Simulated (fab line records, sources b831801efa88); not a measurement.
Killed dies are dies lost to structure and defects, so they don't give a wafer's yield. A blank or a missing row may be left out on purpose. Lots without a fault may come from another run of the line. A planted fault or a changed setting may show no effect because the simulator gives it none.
A struck lot beside a sound one | flow gf180mcu | 31 steps out of a route of 602
Sound: wafers L391.1, L391.3, L391.6. Struck: wafers L384.2, L384.5, L384.6. The cause comes at the end.
At each step with rows: each side's tool, then ch and its chambers, then its first start. Under that, the readings that differ: sound wafers | struck wafers | difference of the means | sigmas: that difference in standard deviations of wafers without a fault.
alike: readings whose means differ by less than 2 such deviations, and words and numbers that are the same on both sides. not compared: withheld readings, readings that some wafer has no value for, bounds like >300 that may hide the same value, and numbers for which the record gives no deviation and whose values overlap.
The two part at a step that has a row with sigmas, a row that says differs or no value, or rows on one side only. Numbers that don't overlap but have no deviation are shown without sigmas and don't part them. A reading that every wafer of one side lacks parts them only if that side has two wafers or more.

first, 7 steps without rows for these wafers: GF_HV_LDD_DEHYDRATE_24 (time 60 s); GF_HV_LDD_HMDS_25 (prime time 60 s); GF_HV_LDD_COAT_26 (resist thk 1000 nm); GF_HV_LDD_SOFTBAKE_27 (time 60 s); GF_HV_LDD_EXPOSE_28 (exposes mask Nplus HV AREA, target cd 400 nm); GF_HV_LDD_PEB_29; GF_HV_LDD_DEVELOP_30 (develop time 60 s).
GF_HV_LDD_CD_MEAS_31: target cd 400 nm.
  sound on cd_sem-02, day 14 19:14; struck on cd_sem-01, day 12 10:25
  alike: cd_nm
GF_HV_LDD_OVL_MEAS_32:
  sound on overlay-02, day 14 19:21; struck on overlay-01, day 12 10:32
  alike: HV_LDD_02_OVL
then, 3 steps without rows for these wafers: GF_HV_LDD_IMPLANT_33; GF_HV_LDD_IMPLANT_34; GF_HV_LDD_IMPLANT_35.
GF_HV_LDD_IMPLANT_36:
  sound on implanter-01 ch 0, day 14 19:50; struck on implanter-01, day 12 11:02
  no value came back on the struck wafers for beam_energy_keV, beam_on_s (s); on the sound wafers beam_energy_keV reads 60.006 60.012 59.980
GF_HV_LDD_STRIP_37: strips in O2/N2.
  sound on plasma_asher-04 ch 0,1, day 14 19:59; struck on plasma_asher-04 ch 0,1, day 12 11:10
  alike: drypump_motor_current_A, heater_power_w, o2_flow_sccm, oes_product_au, strip_time_to_endpoint_s
  not compared: rf_hours_counter_h
GF_HV_LDD_TW_MEAS_38:
  sound on film_metro-04, day 14 20:05; struck on film_metro-03, day 12 11:16
  reading     | sound          | struck         | difference | sigmas
  HV_LDD_3_TW | 1427 1427 1431 | 1310 1304 1297 | -125       | -7
then, 7 steps without rows for these wafers: GF_HV_LDD_DEHYDRATE_39 (time 60 s); GF_HV_LDD_HMDS_40 (prime time 60 s); GF_HV_LDD_COAT_41 (resist thk 1000 nm); GF_HV_LDD_SOFTBAKE_42 (time 60 s); GF_HV_LDD_EXPOSE_43 (exposes mask Pplus HV AREA, target cd 400 nm); GF_HV_LDD_PEB_44; GF_HV_LDD_DEVELOP_45 (develop time 60 s).
GF_HV_LDD_CD_MEAS_46: target cd 400 nm.
  sound on cd_sem-01, day 15 16:56; struck on cd_sem-01, day 13 06:58
  alike: cd_nm
GF_HV_LDD_OVL_MEAS_47:
  sound on overlay-01, day 15 17:03; struck on overlay-02, day 13 07:05
  alike: HV_LDD_03_OVL
then, 1 step without rows for these wafers: GF_HV_LDD_IMPLANT_48.
GF_HV_LDD_STRIP_49: strips in O2/N2.
  sound on plasma_asher-02 ch 0,1, day 15 17:14; struck on plasma_asher-03 ch 0,1, day 13 07:16
  alike: drypump_motor_current_A, heater_power_w, o2_flow_sccm, oes_product_au, strip_time_to_endpoint_s
  not compared: rf_hours_counter_h
GF_HV_LDD_TW_MEAS_50:
  sound on film_metro-02, day 15 17:20; struck on film_metro-03, day 13 07:22
  reading     | sound       | struck      | difference | sigmas
  HV_LDD_4_TW | 580 580 579 | 563 562 564 | -17        | -2
then, 1 step without rows for these wafers: GF_HV_LDD_CLEAN_51 (cleans in SC1/SC2, time 150 s).
GF_HV_LDD_RTA_52: time 10 s.
  sound on rtp_anneal-01 ch 0, day 15 17:32; struck on rtp_anneal-02 ch 0, day 13 07:29
  reading            | sound          | struck         | difference | sigmas
  lamp_power_pct (%) | 28.4 28.4 28.4 | 33.9 34.0 33.9 | +5.5       | +2
  alike: anneal_temp_c_max, chamber_o2_ppm, wafer_temp_C_max
GF_HV_LDD_RS_MEAS_53: measures by four-point-probe.
  sound on film_metro-03, day 15 17:35; struck on film_metro-03, day 13 07:34
  reading            | sound             | struck            | difference | sigmas
  HV_LDD_RS (ohm/sq) | 417.9 419.5 418.3 | 437.7 439.6 440.1 | +20.6      | +24
then, 1 step without rows for these wafers: GF_HV_LDD_CVD_54 (deposits SiO2 from TEOS, target thk 10 nm, time 75 s).

WHERE THEY PART
First at GF_HV_LDD_IMPLANT_36; last, within this record, at GF_HV_LDD_RS_MEAS_53.

WHY: what the simulator had put in
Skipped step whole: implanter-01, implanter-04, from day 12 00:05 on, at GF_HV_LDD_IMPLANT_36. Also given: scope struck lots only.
